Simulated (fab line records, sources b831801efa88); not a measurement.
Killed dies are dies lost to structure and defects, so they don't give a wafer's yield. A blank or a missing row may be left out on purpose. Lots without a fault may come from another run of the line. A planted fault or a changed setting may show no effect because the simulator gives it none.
Which tool did it? | flow sfq_line | 14 lots, 42 wafers sampled, at 3 steps of a route of 325

WHAT THE GAUGES READ, wafer by wafer
SFQ_M7_OVL_MEAS_945. Usual: M7_OVL -2 nm, standard deviation 5.3.
lot  | measured     | on         | M7_OVL (nm) | flag
L744 | day 67 18:26 | overlay-01 | -10 -10 -5  |
L746 | day 69 12:02 | overlay-02 | -10 -9 -7   |
L749 | day 73 03:47 | overlay-02 | -13 -6 -4   |
L753 | day 75 02:10 | overlay-02 | -11 -16 -17 |
L755 | day 75 05:46 | overlay-02 | 13 2 3      |
L758 | day 76 12:55 | overlay-02 | -1 -3 -13   |
L759 | day 76 17:42 | overlay-01 | -3 -3 -9    |
L761 | day 77 01:04 | overlay-01 | 2 0 -2      |
L762 | day 77 03:28 | overlay-01 | -5 6 -1     |
L763 | day 78 17:42 | overlay-01 | -1 -5 -3    |
L764 | day 78 22:30 | overlay-01 | 11 5 2      |
L765 | day 79 13:10 | overlay-01 | -2 2 5      |
L766 | day 79 14:21 | overlay-01 | 0 -1 -4     |
L767 | day 79 15:33 | overlay-01 | -5 -4 -3    |

WHICH TOOL RAN EACH LOT (tool, then ch and the chambers of the sampled wafers, then the start)
lot  | SFQ_TRILAYER_L0_BARC_OPEN_METAL_ETCH_010 | SFQ_TRILAYER_I4_VIA_BARC_OPEN_VIA_ETCH_146
L744 | rie_metal-04 ch 0,1, day 4 08:14         | rie_diel-04 ch 1,2,3, day 49 04:55
L746 | rie_metal-02 ch 0,1, day 4 19:02         | rie_diel-02 ch 1,3, day 49 13:55
L749 | rie_metal-04 ch 0,1, day 5 08:14         | rie_diel-02 ch 0,1, day 51 21:09
L753 | rie_metal-04 ch 0, day 6 03:26           | rie_diel-03 ch 1,2,3, day 57 08:56
L755 | rie_metal-03 ch 0, day 6 19:02           | rie_diel-03 ch 1,3, day 57 20:56
L758 | rie_metal-02 ch 0,1, day 7 14:15         | rie_diel-02 ch 1,2, day 58 23:02
L759 | rie_metal-03 ch 0,1, day 7 21:26         | rie_diel-04 ch 0,1,3, day 59 06:14
L761 | rie_metal-03 ch 0,1, day 8 11:50         | rie_diel-04 ch 1,2, day 59 14:38
L762 | rie_metal-03 ch 0,1, day 8 21:05         | rie_diel-03 ch 1,3, day 61 01:07
L763 | rie_metal-04 ch 0,1, day 9 05:44         | rie_diel-03 ch 1,2,3, day 62 09:31
L764 | rie_metal-03 ch 0,1, day 9 16:32         | rie_diel-02 ch 0,1,3, day 62 17:55
L765 | rie_metal-03 ch 1, day 10 00:58          | rie_diel-02 ch 0,1,3, day 62 23:55
L766 | rie_metal-03 ch 1, day 10 06:57          | rie_diel-03 ch 2,3, day 63 03:31
L767 | rie_metal-03 ch 1, day 10 10:32          | rie_diel-03 ch 1,3, day 63 14:17
- SFQ_TRILAYER_L0_BARC_OPEN_METAL_ETCH_010: etches BARC in O2, target depth 125 nm, time 41.7 s.
- SFQ_TRILAYER_I4_VIA_BARC_OPEN_VIA_ETCH_146: etches BARC in O2, target depth 125 nm, time 41.7 s.

WHAT THE TOOLS THEMSELVES READ (means of the sampled wafers that have a number; where no wafer has one, the mark that the record gives instead)
SFQ_TRILAYER_L0_BARC_OPEN_METAL_ETCH_010. Usual: bias_w 80.01 W, standard deviation 0.26; drypump_motor_current_A 5.43 A, standard deviation 0.29; oes_product_au 0.685 a.u., standard deviation 0.0046.
lot  | tool         | bias_w (W) | drypump_motor_current_A (A) | oes_product_au (a.u.) | flag
L744 | rie_metal-04 | 79.84      | 5.41                        | 0.681                 |
L746 | rie_metal-02 | 79.92      | 5.81                        | 0.681                 |
L749 | rie_metal-04 | 79.82      | 5.40                        | 0.681                 |
L753 | rie_metal-04 | 79.85      | 5.49                        | 0.687                 |
L755 | rie_metal-03 | 80.09      | 5.01                        | 0.680                 |
L758 | rie_metal-02 | 80.06      | 5.73                        | 0.683                 |
L759 | rie_metal-03 | 79.97      | 5.47                        | 0.686                 |
L761 | rie_metal-03 | 80.05      | 5.46                        | 0.689                 |
L762 | rie_metal-03 | 80.00      | 5.46                        | 0.684                 |
L763 | rie_metal-04 | 79.88      | 5.30                        | 0.689                 |
L764 | rie_metal-03 | 80.12      | 5.24                        | 0.685                 |
L765 | rie_metal-03 | 79.94      | 5.69                        | 0.683                 |
L766 | rie_metal-03 | 80.09      | 5.67                        | 0.690                 |
L767 | rie_metal-03 | 80.10      | 5.66                        | 0.685                 |

SFQ_TRILAYER_I4_VIA_BARC_OPEN_VIA_ETCH_146. Usual: bias_w 79.99 W, standard deviation 0.23; drypump_motor_current_A 5.7 A, standard deviation 0.53; oes_product_au 0.685 a.u., standard deviation 0.0045.
lot  | tool        | bias_w (W) | drypump_motor_current_A (A) | oes_product_au (a.u.) | flag
L744 | rie_diel-04 | 80.09      | 5.9                         | 0.688                 |
L746 | rie_diel-02 | 79.94      | 5.7                         | 0.684                 |
L749 | rie_diel-02 | 80.07      | 5.5                         | 0.683                 |
L753 | rie_diel-03 | 78.46      | 5.9                         | 0.687                 | OFF
L755 | rie_diel-03 | 78.66      | 5.7                         | 0.684                 | OFF
L758 | rie_diel-02 | 79.77      | 5.1                         | 0.689                 |
L759 | rie_diel-04 | 80.09      | 5.5                         | 0.687                 |
L761 | rie_diel-04 | 80.15      | 6.0                         | 0.683                 |
L762 | rie_diel-03 | 79.97      | 5.7                         | 0.685                 |
L763 | rie_diel-03 | 79.93      | 5.9                         | 0.691                 |
L764 | rie_diel-02 | 80.05      | 5.6                         | 0.686                 |
L765 | rie_diel-02 | 79.94      | 5.6                         | 0.688                 |
L766 | rie_diel-03 | 80.04      | 5.6                         | 0.683                 |
L767 | rie_diel-03 | 79.86      | 5.8                         | 0.684                 |

THE ANSWER, worked out from the rows above alone
Rule: a lot is off if the mean of its wafers that have a number lies more than 3 standard deviations from the usual mean. A lot without any number at a reading at which 4 lots or more have one is off too. The other lots that the step has rows for count as sound. The gauges are gone through in route order, then the tools' own readings, and for those a lot's mean is taken as printed above. The first step at which some lot is off is used, and at that step the reading that is off furthest; a lot without a number counts as furthest.
Off: L753, L755, at SFQ_TRILAYER_I4_VIA_BARC_OPEN_VIA_ETCH_146 (bias_w).
A tool fits if, at that step or a process step before it, it ran every lot that is off, and no sound lot after the first of them. None of those tried fits.

WHAT THE SIMULATOR HAD PUT IN
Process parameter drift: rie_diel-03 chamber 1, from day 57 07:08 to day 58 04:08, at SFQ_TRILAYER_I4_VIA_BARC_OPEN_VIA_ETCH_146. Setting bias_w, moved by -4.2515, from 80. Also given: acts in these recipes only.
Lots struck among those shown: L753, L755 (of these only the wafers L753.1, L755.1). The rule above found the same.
